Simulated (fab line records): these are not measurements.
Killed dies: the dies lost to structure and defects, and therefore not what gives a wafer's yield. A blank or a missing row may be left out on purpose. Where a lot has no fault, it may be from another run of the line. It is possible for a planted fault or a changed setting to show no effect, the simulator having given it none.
fab line records	flow sky130
record lots=24	wafers=72	last-day=50
route steps=708 shown METAL2@499 VIA2@508 METAL3@566 VIA4@640
lots that met no fault: taken from a fault-free run of the same line
start-h: the number of hours between the record's first day and the start of the first shown wafer of the lot	wait-h: how many hours have passed since the lot's step before this one	" the same as in the row above	L1.1+2: a row that stands for several wafers	- either no value or no given start	* or withheld: withheld	< > ~ a bound
route shown NAME@n: names a module that has steps shown in the file, with the first one's number in the route	usual: the fault-free wafers' mean and standard deviation	same: alike in all rows	chamber/n: place in a boat	sites: readings site by site	_std_site: standard deviation across them	_edge_site: outer sites' mean less inner sites'	radius-mm: how far each site lies from the wafer's centre	mask NAME#n: copy n	behind: the most recent tool/chamber to have shaped the wafer	hold: reason for holding the lot/hours on hold/outcome of the hold	device: whichever transistor did not switch (one of n, p or np)	end of line: at the end of the route, the tests of the same wafers	step lacking rows: just its recipe	killed: at the first sort, the dies lost to defects and structure; wafer yield is something else	map: a wafer's dies, marking killed ones x, the rest . and places with no die _
set.NAME: the setting as run; set.NAME@STEP: as run at that earlier step	model.NAME: the simulator's own value behind a step, which no gauge read
one table for each step of the route and one row for each wafer, over a sample of lots
services: the hour from which a tool's chamber was out of use, counted from the record's first day as start-h (under 0 if before that day), plus the number of hours and why
## steps
# step SKY_METAL2_OVL_MEAS_16
# usual METAL2_OVL=6/5.9
lot.wafer	tool	chamber	start-h	wait-h	METAL2_OVL[nm]
L075.2	overlay-02	-	823.53	0.1	5
L075.3	"	-	"	"	4
L075.6	"	-	"	"	4
L074.1	overlay-01	-	826.27	0.1	8
L074.3	"	-	"	"	2
L074.6	"	-	"	"	2
L076.1	overlay-01	-	837.33	0.1	18
L076.3	"	-	"	"	14
L076.4	"	-	"	"	9
L077.1	overlay-02	-	844.03	0.1	7
L077.4	"	-	"	"	7
L077.5	"	-	"	"	7
L078.2	overlay-01	-	872.73	0.1	9
L078.3	"	-	"	"	7
L078.5	"	-	"	"	11
L079.3	overlay-02	-	874.58	0.1	0
L079.4	"	-	"	"	2
L079.6	"	-	"	"	2
L081.3	overlay-01	-	874.93	0.1	6
L081.4	"	-	"	"	5
L081.6	"	-	"	"	7
L080.1	overlay-01	-	876.17	0.1	6
L080.4	"	-	"	"	9
L080.5	"	-	"	"	3
L082.2	overlay-02	-	881.53	0.1	13
L082.3	"	-	"	"	13
L082.5	"	-	"	"	12
L083.2	overlay-01	-	890.53	0.1	1
L083.5	"	-	"	"	-3
L083.6	"	-	"	"	-2
L084.1	overlay-01	-	898.29	0.1	-2
L084.2	"	-	"	"	-5
L084.5	"	-	"	"	-1
L085.1	overlay-01	-	904.94	0.1	7
L085.5	"	-	"	"	8
L085.6	"	-	"	"	6
L086.1	overlay-02	-	912.64	0.1	10
L086.2	"	-	"	"	12
L086.6	"	-	"	"	5
L087.1	overlay-01	-	924.14	0.1	4
L087.5	"	-	"	"	5
L087.6	"	-	"	"	6
L088.2	overlay-02	-	928.40	0.1	-4
L088.3	"	-	"	"	-4
L088.5	"	-	"	"	-5
L089.1	overlay-01	-	932.59	0.1	1
L089.4	"	-	"	"	0
L089.5	"	-	"	"	2
L090.3	overlay-01	-	940.99	0.1	8
L090.4	"	-	"	"	11
L090.6	"	-	"	"	7
L091.1	overlay-02	-	942.13	0.1	8
L091.2	"	-	"	"	13
L091.4	"	-	"	"	12
L092.3	overlay-02	-	945.55	0.1	19
L092.5	"	-	"	"	14
L092.6	"	-	"	"	11
L094.1	overlay-02	-	968.78	0.1	-6
L094.5	"	-	"	"	-2
L094.6	"	-	"	"	-1
L093.1	overlay-01	-	970.34	0.1	10
L093.2	"	-	"	"	14
L093.6	"	-	"	"	16
L095.3	overlay-01	-	972.90	0.1	-7
L095.5	"	-	"	"	-5
L095.6	"	-	"	"	-3
L096.1	overlay-01	-	978.28	0.1	6
L096.3	"	-	"	"	10
L096.4	"	-	"	"	12
L097.1	overlay-02	-	985.12	0.1	7
L097.3	"	-	"	"	3
L097.5	"	-	"	"	3
# step SKY_METAL2_ETCH_18
# recipe chemistry=N2/H2	target=BARC	ion-energy-ev=200	bias-w=100	pressure-mtorr=30	n2-flow-sccm=100	h2-flow-sccm=200	icp-w=500	stop-on=SiO2	time-s=45.9	target-depth-a=600
# usual drypump-motor-current-A=5.8/0.54	n2-flow-sccm=100.0/0.32	oes-product-au=0.854/0.0047	throttle-valve-pct=13.224/0.0088
lot.wafer	tool	chamber	start-h	wait-h	drypump-motor-current-A	n2-flow-sccm	oes-product-au	rf-hours-counter-h	throttle-valve-pct
L075.2	rie-metal-04	0	823.61	0.0	6.5	99.4	0.856	11	13.219
L075.3	"	0	"	"	6.5	99.8	0.865	-	13.225
L075.6	"	0	"	"	6.4	99.8	0.862	-	13.210
L074.1	rie-metal-02	1	826.34	0.0	6.0	100.5	0.852	5	13.219
L074.3	"	1	"	"	6.0	100.5	0.859	-	13.214
L074.6	"	1	"	"	6.0	100.4	0.857	-	13.218
L076.1	rie-metal-04	0	837.39	0.0	6.4	100.1	0.858	12	13.238
L076.3	"	1	"	"	4.7	100.6	0.860	-	13.227
L076.4	"	0	"	"	6.4	100.0	0.858	-	13.236
L077.1	rie-metal-02	0	844.10	0.0	5.9	100.2	0.848	3	13.231
L077.4	"	0	"	"	5.9	99.8	0.848	-	13.217
L077.5	"	1	"	"	6.0	99.9	0.855	-	13.235
L078.2	rie-metal-01	1	872.79	0.0	6.1	99.9	0.858	0	13.229
L078.3	"	1	"	"	6.0	100.0	0.850	-	13.226
L078.5	"	0	"	"	5.3	100.2	0.851	-	13.239
L079.3	rie-metal-02	0	874.66	0.0	5.9	99.7	0.850	-	13.232
L079.4	"	1	"	"	6.0	100.3	0.853	-	13.221
L079.6	"	0	"	"	5.9	99.8	0.851	-	13.213
L081.3	rie-metal-01	0	875.01	0.0	5.2	100.2	0.861	-	13.221
L081.4	"	1	"	"	6.0	99.4	0.851	-	13.219
L081.6	"	0	"	"	5.2	100.3	0.846	-	13.231
L080.1	rie-metal-04	0	876.27	0.1	6.4	100.1	0.854	14	13.233
L080.4	"	0	"	"	6.5	100.4	0.854	-	13.221
L080.5	"	0	"	"	6.4	100.6	0.852	-	13.217
L082.2	rie-metal-01	1	881.60	0.0	6.1	100.4	0.843	1	13.228
L082.3	"	1	"	"	6.0	100.0	0.856	-	13.232
L082.5	"	0	"	"	5.2	99.9	0.861	-	13.224
L083.2	rie-metal-01	1	890.60	0.0	6.1	100.4	0.853	1	13.225
L083.5	"	1	"	"	6.1	100.3	0.866	-	13.212
L083.6	"	0	"	"	5.2	100.4	0.862	-	13.226
L084.1	rie-metal-02	0	898.36	0.0	5.9	99.9	0.849	5	13.228
L084.2	"	1	"	"	6.0	99.2	0.856	7	13.234
L084.5	"	0	"	"	6.0	100.1	0.843	-	13.225
L085.1	rie-metal-02	0	905.01	0.0	5.9	100.3	0.849	6	13.221
L085.5	"	1	"	"	6.0	100.4	0.851	-	13.213
L085.6	"	0	"	"	5.9	100.2	0.864	-	13.217
L086.1	rie-metal-01	1	912.71	0.0	6.1	100.4	0.854	3	13.240
L086.2	"	0	"	"	5.2	100.3	0.856	11	13.231
L086.6	"	1	"	"	6.1	100.2	0.854	-	13.220
L087.1	rie-metal-01	0	924.21	0.0	5.2	99.7	0.852	12	13.245
L087.5	"	1	"	"	6.1	100.3	0.855	-	13.227
L087.6	"	0	"	"	5.2	99.8	0.855	-	13.213
L088.2	rie-metal-02	1	928.46	0.0	6.0	100.1	0.848	9	13.231
L088.3	"	0	"	"	5.9	99.9	0.856	-	13.235
L088.5	"	0	"	"	5.9	99.8	0.856	-	13.228
L089.1	rie-metal-01	0	932.66	0.0	5.2	100.0	0.858	12	13.219
L089.4	"	1	"	"	6.1	99.9	0.850	-	13.231
L089.5	"	0	"	"	5.2	99.8	0.850	-	13.236
L090.3	rie-metal-02	1	941.07	0.0	6.0	99.6	0.856	-	13.233
L090.4	"	0	"	"	6.0	100.4	0.853	-	13.223
L090.6	"	1	"	"	6.0	99.8	0.847	-	13.224
L091.1	rie-metal-04	0	942.20	0.0	6.5	99.9	0.853	16	13.232
L091.2	"	1	"	"	4.8	100.1	0.857	2	13.218
L091.4	"	0	"	"	6.4	99.7	0.861	-	13.219
L092.3	rie-metal-04	1	945.63	0.0	4.8	100.5	0.857	-	13.222
L092.5	"	1	"	"	4.7	100.3	0.852	-	13.226
L092.6	"	0	"	"	6.5	100.1	0.854	-	13.210
L094.1	rie-metal-01	0	968.85	0.0	5.2	99.3	0.861	14	13.200
L094.5	"	0	"	"	5.2	99.4	0.856	-	13.227
L094.6	"	1	"	"	6.1	100.3	0.856	-	13.218
L093.1	rie-metal-02	1	970.41	0.0	6.0	99.8	0.852	11	13.232
L093.2	"	0	"	"	5.9	100.1	0.857	9	13.231
L093.6	"	1	"	"	6.0	100.1	0.864	-	13.236
L095.3	rie-metal-01	0	972.98	0.0	5.2	99.9	0.844	-	13.232
L095.5	"	0	"	"	5.2	100.1	0.852	-	13.223
L095.6	"	1	"	"	6.1	100.0	0.857	-	13.209
L096.1	rie-metal-04	1	978.35	0.0	4.7	99.7	0.858	5	13.209
L096.3	"	1	"	"	4.7	99.9	0.855	-	13.219
L096.4	"	0	"	"	6.5	100.2	0.863	-	13.235
L097.1	rie-metal-04	1	985.19	0.0	4.8	100.0	0.851	5	13.221
L097.3	"	0	"	"	6.5	99.6	0.863	-	13.238
L097.5	"	1	"	"	4.7	100.0	0.856	-	13.223
# step SKY_VIA2_THK_MEAS_01
# recipe reads=SiO2_of_VIA2_HDPCVD_00
# usual VIA2_HDPCVD_THK=1179/9.7
lot.wafer	tool	chamber	start-h	wait-h	VIA2_HDPCVD_THK[nm]
L075.2	film-metro-01	-	824.55	0.1	1184
L075.3	"	-	"	"	1182
L075.6	"	-	"	"	1190
L074.1	film-metro-04	-	827.23	0.1	1190
L074.3	"	-	"	"	1190
L074.6	"	-	"	"	1182
L076.1	film-metro-03	-	838.27	0.1	1164
L076.3	"	-	"	"	1187
L076.4	"	-	"	"	1180
L077.1	film-metro-04	-	844.97	0.1	1177
L077.4	"	-	"	"	1169
L077.5	"	-	"	"	1166
L078.2	film-metro-04	-	873.69	0.1	1176
L078.3	"	-	"	"	1190
L078.5	"	-	"	"	1181
L079.3	film-metro-03	-	875.62	0.1	1176
L079.4	"	-	"	"	1173
L079.6	"	-	"	"	1174
L081.3	film-metro-01	-	875.91	0.1	1186
L081.4	"	-	"	"	1173
L081.6	"	-	"	"	1187
L080.1	film-metro-01	-	877.33	0.1	1177
L080.4	"	-	"	"	1180
L080.5	"	-	"	"	1180
L082.2	film-metro-04	-	882.48	0.1	1161
L082.3	"	-	"	"	1169
L082.5	"	-	"	"	1164
L083.2	film-metro-01	-	891.48	0.1	1177
L083.5	"	-	"	"	1201
L083.6	"	-	"	"	1179
L084.1	film-metro-01	-	899.23	0.1	1158
L084.2	"	-	"	"	1183
L084.5	"	-	"	"	1178
L085.1	film-metro-03	-	905.88	0.1	1171
L085.5	"	-	"	"	1166
L085.6	"	-	"	"	1183
L086.1	film-metro-04	-	913.58	0.1	1175
L086.2	"	-	"	"	1176
L086.6	"	-	"	"	1177
L087.1	film-metro-01	-	925.08	0.1	1193
L087.5	"	-	"	"	1185
L087.6	"	-	"	"	1188
L088.2	film-metro-03	-	929.42	0.1	1180
L088.3	"	-	"	"	1183
L088.5	"	-	"	"	1169
L089.1	film-metro-04	-	933.57	0.1	1197
L089.4	"	-	"	"	1178
L089.5	"	-	"	"	1186
L090.3	film-metro-03	-	941.95	0.1	1191
L090.4	"	-	"	"	1187
L090.6	"	-	"	"	1178
L091.1	film-metro-03	-	943.07	0.1	1149
L091.2	"	-	"	"	1182
L091.4	"	-	"	"	1181
L092.3	film-metro-04	-	946.52	0.1	1187
L092.5	"	-	"	"	1195
L092.6	"	-	"	"	1190
L094.1	film-metro-04	-	969.72	0.1	1180
L094.5	"	-	"	"	1188
L094.6	"	-	"	"	1176
L093.1	film-metro-04	-	971.31	0.1	1191
L093.2	"	-	"	"	1185
L093.6	"	-	"	"	1179
L095.3	film-metro-01	-	973.85	0.1	1170
L095.5	"	-	"	"	1175
L095.6	"	-	"	"	1174
L096.1	film-metro-03	-	979.22	0.1	1191
L096.3	"	-	"	"	1189
L096.4	"	-	"	"	1175
L097.1	film-metro-01	-	986.13	0.1	1170
L097.3	"	-	"	"	1173
L097.5	"	-	"	"	1174
# step SKY_METAL3_ETCH_16
# recipe chemistry=N2/H2	target=BARC	ion-energy-ev=200	bias-w=100	pressure-mtorr=30	n2-flow-sccm=100	h2-flow-sccm=200	icp-w=500	stop-on=SiO2	time-s=88.2	target-depth-a=600
# usual drypump-motor-current-A=5.5/0.61	n2-flow-sccm=100.0/0.3	oes-product-au=0.625/0.0049	throttle-valve-pct=13.205/0.0091
lot.wafer	tool	chamber	start-h	wait-h	drypump-motor-current-A	n2-flow-sccm	oes-product-au	rf-hours-counter-h	throttle-valve-pct
L075.2	rie-metal-01	1	904.90	0.0	6.1	100.1	0.633	2	13.205
L075.3	"	1	"	"	6.1	100.2	0.628	-	13.203
L075.6	"	1	"	"	6.1	100.6	0.627	-	13.181
L074.1	rie-metal-03	1	907.44	0.0	5.1	100.0	0.623	15	13.214
L074.3	"	1	"	"	5.1	100.3	0.622	-	13.211
L074.6	"	0	"	"	5.8	100.4	0.633	-	13.200
L076.1	rie-metal-01	1	917.43	0.0	6.1	100.1	0.628	3	13.204
L076.3	"	1	"	"	6.1	100.5	0.635	-	13.178
L076.4	"	0	"	"	5.3	99.9	0.626	-	13.210
L077.1	rie-metal-04	1	924.82	0.0	4.7	100.2	0.629	2	13.189
L077.4	"	0	"	"	6.5	99.8	0.628	-	13.185
L077.5	"	0	"	"	6.5	100.1	0.620	-	13.200
L078.2	rie-metal-01	1	952.47	0.0	6.1	99.9	0.623	4	13.181
L078.3	"	0	"	"	5.2	99.5	0.629	-	13.203
L078.5	"	1	"	"	6.1	100.0	0.626	-	13.208
L079.3	rie-metal-03	1	953.81	0.0	5.1	99.8	0.631	-	13.205
L079.4	"	0	"	"	5.8	100.4	0.625	-	13.193
L079.6	"	0	"	"	5.8	100.1	0.625	-	13.210
L081.3	rie-metal-03	0	954.08	0.0	5.8	99.9	0.629	-	13.205
L081.4	"	1	"	"	5.1	100.2	0.628	-	13.208
L081.6	"	0	"	"	5.8	99.6	0.626	-	13.188
L080.1	rie-metal-04	0	954.89	0.0	6.5	99.9	0.627	17	13.215
L080.4	"	0	"	"	6.5	99.8	0.626	-	13.202
L080.5	"	1	"	"	4.7	100.4	0.634	-	13.201
L082.2	rie-metal-01	1	959.99	0.0	6.1	100.4	0.623	5	13.202
L082.3	"	0	"	"	5.2	99.9	0.623	-	13.214
L082.5	"	0	"	"	5.2	99.8	0.622	-	13.214
L083.2	rie-metal-04	0	968.20	0.0	6.4	100.0	0.623	18	13.196
L083.5	"	1	"	"	4.7	99.9	0.632	-	13.202
L083.6	"	0	"	"	6.4	100.7	0.626	-	13.206
L084.1	rie-metal-04	1	975.64	0.0	4.7	100.1	0.622	4	13.215
L084.2	"	0	"	"	6.5	99.9	0.628	18	13.206
L084.5	"	0	"	"	6.4	99.5	0.623	-	13.216
L085.1	rie-metal-01	0	982.44	0.0	5.2	99.7	0.628	15	13.204
L085.5	"	0	"	"	5.2	100.0	0.617	-	13.195
L085.6	"	1	"	"	6.1	100.0	0.630	-	13.209
L086.1	rie-metal-04	0	988.79	0.0	6.4	99.8	0.622	19	13.203
L086.2	"	1	"	"	4.7	99.8	0.629	5	13.209
L086.6	"	1	"	"	4.7	99.2	0.624	-	13.215
L087.1	rie-metal-04	1	1000.67	0.0	4.7	99.4	0.620	6	13.199
L087.5	"	1	"	"	4.7	99.6	0.627	-	13.205
L087.6	"	0	"	"	6.5	100.1	0.614	-	13.192
L088.2	rie-metal-03	0	1005.22	0.1	5.8	100.1	0.631	-	13.209
L088.3	"	0	"	"	5.8	100.3	0.624	-	13.196
L088.5	"	0	"	"	5.8	100.2	0.626	-	13.199
L089.1	rie-metal-03	0	1009.10	0.1	5.8	100.3	0.619	11	13.200
L089.4	"	0	"	"	5.8	99.8	0.622	-	13.206
L089.5	"	0	"	"	5.8	99.9	0.613	-	13.209
L090.3	rie-metal-04	1	1014.79	0.1	4.8	100.1	0.627	-	13.208
L090.4	"	1	"	"	4.7	99.8	0.626	-	13.199
L090.6	"	1	"	"	4.8	99.6	0.622	-	13.199
L091.1	rie-metal-03	0	1015.67	0.1	5.8	100.0	0.630	11	13.216
L091.2	"	0	"	"	5.8	99.7	0.615	-	13.217
L091.4	"	0	"	"	5.8	100.0	0.633	-	13.205
L092.3	rie-metal-04	1	1020.54	0.1	4.7	100.2	0.622	-	13.202
L092.5	"	1	"	"	4.8	99.9	0.630	-	13.209
L092.6	"	1	"	"	4.7	100.4	0.606	-	13.209
L094.1	rie-metal-03	1	1041.73	0.0	5.1	99.8	0.618	1	13.205
L094.5	"	1	"	"	5.1	99.7	0.624	-	13.220
L094.6	"	0	"	"	5.8	99.5	0.623	-	13.218
L093.1	rie-metal-01	0	1042.68	0.0	5.2	99.8	0.632	19	13.204
L093.2	"	1	"	"	6.1	99.6	0.620	10	13.215
L093.6	"	0	"	"	5.2	99.6	0.630	-	13.218
L095.3	rie-metal-04	0	1045.03	0.0	6.5	100.1	0.624	-	13.209
L095.5	"	0	"	"	6.4	100.2	0.632	-	13.210
L095.6	"	1	"	"	4.7	100.0	0.622	-	13.223
L096.1	rie-metal-03	1	1052.50	0.0	5.1	100.1	0.622	2	13.203
L096.3	"	1	"	"	5.1	99.9	0.626	-	13.197
L096.4	"	0	"	"	5.8	99.9	0.627	-	13.204
L097.1	rie-metal-01	1	1056.19	0.0	6.1	100.0	0.624	12	13.199
L097.3	"	1	"	"	6.1	100.0	0.628	-	13.216
L097.5	"	0	"	"	5.2	100.3	0.624	-	13.203
# step SKY_METAL3_METAL_ETCH_18
# recipe target-depth-a=8450	stop-on=SiO2	over-etch-frac=0.3	time-s=183.1	chemistry=Cl2/BCl3	resist-sidewall-deg=88	pressure-mtorr=10	icp-w=900	bias-w=48.5	Cl2_flow_sccm=60	bcl3-flow-sccm=30
# usual drypump-motor-current-A=5.5/0.61	oes-product-au=0.864/0.0056	throttle-valve-pct=22.265/0.0095
lot.wafer	tool	chamber	start-h	wait-h	drypump-motor-current-A	oes-product-au	rf-hours-counter-h	throttle-valve-pct
L075.2	rie-metal-04	0	905.01	0.0	6.4	0.864	15	22.274
L075.3	"	1	"	"	4.7	0.867	-	22.263
L075.6	"	1	"	"	4.7	0.867	-	22.261
L074.1	rie-metal-04	1	907.56	0.0	4.7	0.858	1	22.271
L074.3	"	1	"	"	4.7	0.868	-	22.250
L074.6	"	1	"	"	4.7	0.857	-	22.258
L076.1	rie-metal-03	0	917.55	0.0	5.8	0.863	6	22.265
L076.3	"	0	"	"	5.8	0.865	-	22.252
L076.4	"	1	"	"	5.1	0.858	-	22.264
L077.1	rie-metal-03	0	924.94	0.0	5.8	0.860	6	22.274
L077.4	"	0	"	"	5.8	0.867	-	22.252
L077.5	"	1	"	"	5.1	0.852	-	22.250
L078.2	rie-metal-03	1	952.59	0.0	5.1	0.868	17	22.270
L078.3	"	1	"	"	5.1	0.866	-	22.253
L078.5	"	0	"	"	5.8	0.870	-	22.248
L079.3	rie-metal-04	0	953.95	0.1	6.5	0.867	-	22.257
L079.4	"	1	"	"	4.7	0.874	-	22.261
L079.6	"	1	"	"	4.7	0.869	-	22.271
L081.3	rie-metal-01	1	954.22	0.1	6.0	0.866	-	22.253
L081.4	"	0	"	"	5.2	0.878	-	22.263
L081.6	"	1	"	"	6.0	0.867	-	22.261
L080.1	rie-metal-03	1	955.01	0.0	5.1	0.861	17	22.250
L080.4	"	1	"	"	5.1	0.865	-	22.271
L080.5	"	0	"	"	5.8	0.862	-	22.264
L082.2	rie-metal-04	0	960.11	0.0	6.5	0.854	18	22.266
L082.3	"	1	"	"	4.7	0.865	-	22.271
L082.5	"	1	"	"	4.8	0.855	-	22.257
L083.2	rie-metal-03	0	968.31	0.0	5.8	0.859	9	22.270
L083.5	"	0	"	"	5.8	0.867	-	22.265
L083.6	"	1	"	"	5.0	0.873	-	22.257
L084.1	rie-metal-03	0	975.76	0.0	5.8	0.862	9	22.249
L084.2	"	1	"	"	5.1	0.867	18	22.278
L084.5	"	0	"	"	5.8	0.861	-	22.248
L085.1	rie-metal-04	0	982.56	0.0	6.4	0.860	19	22.268
L085.5	"	0	"	"	6.4	0.868	-	22.271
L085.6	"	1	"	"	4.7	0.868	-	22.271
L086.1	rie-metal-03	0	988.91	0.0	5.9	0.865	10	22.273
L086.2	"	1	"	"	5.1	0.859	19	22.272
L086.6	"	1	"	"	5.1	0.861	-	22.268
L087.1	rie-metal-01	1	1000.79	0.0	6.0	0.876	7	22.270
L087.5	"	0	"	"	5.2	0.863	-	22.254
L087.6	"	1	"	"	6.0	0.868	-	22.267
L088.2	rie-metal-04	1	1005.52	0.1	4.7	0.868	-	22.276
L088.3	"	1	"	"	4.7	0.867	-	22.258
L088.5	"	1	"	"	4.8	0.864	-	22.265
L089.1	rie-metal-01	1	1009.38	0.0	6.1	0.861	8	22.259
L089.4	"	0	"	"	5.2	0.858	-	22.247
L089.5	"	1	"	"	6.1	0.865	-	22.267
L090.3	rie-metal-01	1	1015.00	0.1	6.0	0.865	-	22.276
L090.4	"	0	"	"	5.2	0.870	-	22.275
L090.6	"	1	"	"	6.1	0.866	-	22.264
L091.1	rie-metal-01	1	1015.89	0.0	6.1	0.871	9	22.285
L091.2	"	0	"	"	5.2	0.860	18	22.253
L091.4	"	1	"	"	6.1	0.860	-	22.275
L092.3	rie-metal-03	1	1020.75	0.1	5.1	0.860	-	22.247
L092.5	"	0	"	"	5.8	0.856	-	22.275
L092.6	"	1	"	"	5.1	0.861	-	22.278
L094.1	rie-metal-04	0	1041.84	0.0	6.5	0.863	1	22.269
L094.5	"	0	"	"	6.5	0.863	-	22.264
L094.6	"	1	"	"	4.7	0.864	-	22.280
L093.1	rie-metal-03	0	1042.79	0.0	5.8	0.856	13	22.269
L093.2	"	1	"	"	5.1	0.862	1	22.253
L093.6	"	1	"	"	5.1	0.863	-	22.256
L095.3	rie-metal-01	1	1045.17	0.1	6.1	0.863	-	22.267
L095.5	"	0	"	"	5.2	0.877	-	22.273
L095.6	"	1	"	"	6.1	0.881	-	22.262
L096.1	rie-metal-04	0	1052.62	0.0	6.4	0.857	2	22.269
L096.3	"	0	"	"	6.5	0.867	-	22.253
L096.4	"	1	"	"	4.7	0.872	-	22.264
L097.1	rie-metal-04	0	1056.31	0.0	6.5	0.867	2	22.264
L097.3	"	0	"	"	6.4	0.866	-	22.264
L097.5	"	1	"	"	4.7	0.862	-	22.278
# step SKY_VIA4_THK_MEAS_01
# recipe reads=SiO2_of_VIA4_HDPCVD_00
# usual VIA4_HDPCVD_THK=1748/17
lot.wafer	tool	chamber	start-h	wait-h	VIA4_HDPCVD_THK[nm]
L075.2	film-metro-01	-	982.65	0.1	1760
L075.3	"	-	"	"	1735
L075.6	"	-	"	"	1754
L074.1	film-metro-03	-	987.02	0.1	1750
L074.3	"	-	"	"	1752
L074.6	"	-	"	"	1748
L076.1	film-metro-03	-	996.10	0.1	1705
L076.3	"	-	"	"	1732
L076.4	"	-	"	"	1722
L077.1	film-metro-04	-	1002.81	0.1	1744
L077.4	"	-	"	"	1745
L077.5	"	-	"	"	1747
L078.2	film-metro-04	-	1028.84	0.1	1767
L078.3	"	-	"	"	1757
L078.5	"	-	"	"	1766
L081.3	film-metro-04	-	1029.94	0.1	1752
L081.4	"	-	"	"	1757
L081.6	"	-	"	"	1762
L079.3	film-metro-03	-	1030.46	0.1	1716
L079.4	"	-	"	"	1713
L079.6	"	-	"	"	1720
L080.1	film-metro-04	-	1030.96	0.1	1739
L080.4	"	-	"	"	1731
L080.5	"	-	"	"	1747
L082.2	film-metro-04	-	1035.91	0.1	1730
L082.3	"	-	"	"	1740
L082.5	"	-	"	"	1758
L083.2	film-metro-04	-	1042.13	0.1	1755
L083.5	"	-	"	"	1742
L083.6	"	-	"	"	1750
L084.1	film-metro-04	-	1048.47	0.1	1768
L084.2	"	-	"	"	1755
L084.5	"	-	"	"	1744
L085.1	film-metro-01	-	1055.37	0.1	1749
L085.5	"	-	"	"	1735
L085.6	"	-	"	"	1740
L086.1	film-metro-04	-	1059.14	0.1	1729
L086.2	"	-	"	"	1725
L086.6	"	-	"	"	1728
L087.1	film-metro-01	-	1077.22	0.1	1760
L087.5	"	-	"	"	1758
L087.6	"	-	"	"	1760
L088.2	film-metro-03	-	1078.01	0.1	1757
L088.3	"	-	"	"	1752
L088.5	"	-	"	"	1774
L089.1	film-metro-04	-	1079.30	0.1	1747
L089.4	"	-	"	"	1738
L089.5	"	-	"	"	1739
L090.3	film-metro-01	-	1084.31	0.1	1756
L090.4	"	-	"	"	1744
L090.6	"	-	"	"	1755
L091.1	film-metro-03	-	1085.33	0.1	1752
L091.2	"	-	"	"	1740
L091.4	"	-	"	"	1731
L092.3	film-metro-04	-	1088.90	0.1	1729
L092.5	"	-	"	"	1747
L092.6	"	-	"	"	1730
L094.1	film-metro-04	-	1109.10	0.1	1771
L094.5	"	-	"	"	1777
L094.6	"	-	"	"	1791
L093.1	film-metro-03	-	1110.97	0.1	1729
L093.2	"	-	"	"	1752
L093.6	"	-	"	"	1725
L095.3	film-metro-01	-	1112.58	0.1	1730
L095.5	"	-	"	"	1757
L095.6	"	-	"	"	1761
L096.1	film-metro-04	-	1121.39	0.1	1766
L096.3	"	-	"	"	1760
L096.4	"	-	"	"	1751
L097.1	film-metro-01	-	1124.44	0.1	1733
L097.3	"	-	"	"	1740
L097.5	"	-	"	"	1722
## services
tool	chamber	start-h	hours	kind
rie-metal-02	0	803.01	8.5	repair
rie-metal-03	0	817.35	3.8	repair
rie-metal-01	1	838.94	-	clean
rie-metal-01	1	838.94	22.1	scheduled-down
rie-metal-01	1	838.94	22.1	vent-cycle
rie-metal-04	-	849.77	0.3	repair
rie-metal-04	1	864.63	-	clean
rie-metal-04	1	864.63	12.5	scheduled-down
rie-metal-04	1	864.63	12.5	vent-cycle
rie-metal-02	1	883.77	1.2	repair
rie-metal-04	-	917.49	1.2	repair
rie-metal-02	-	977.81	1.4	pm
rie-metal-02	0	984.22	11.5	repair
rie-metal-03	-	998.81	0.8	repair
rie-metal-04	0	1002.37	-	clean
rie-metal-04	0	1002.37	22.9	scheduled-down
rie-metal-04	0	1002.37	22.9	vent-cycle
rie-metal-03	1	1002.55	-	clean
rie-metal-03	1	1002.55	17.7	scheduled-down
rie-metal-03	1	1002.55	17.7	vent-cycle
rie-metal-01	-	1007.61	0.8	repair
rie-metal-02	-	1033.53	0.7	repair
rie-metal-01	-	1039.83	1.0	repair
## key
fault none
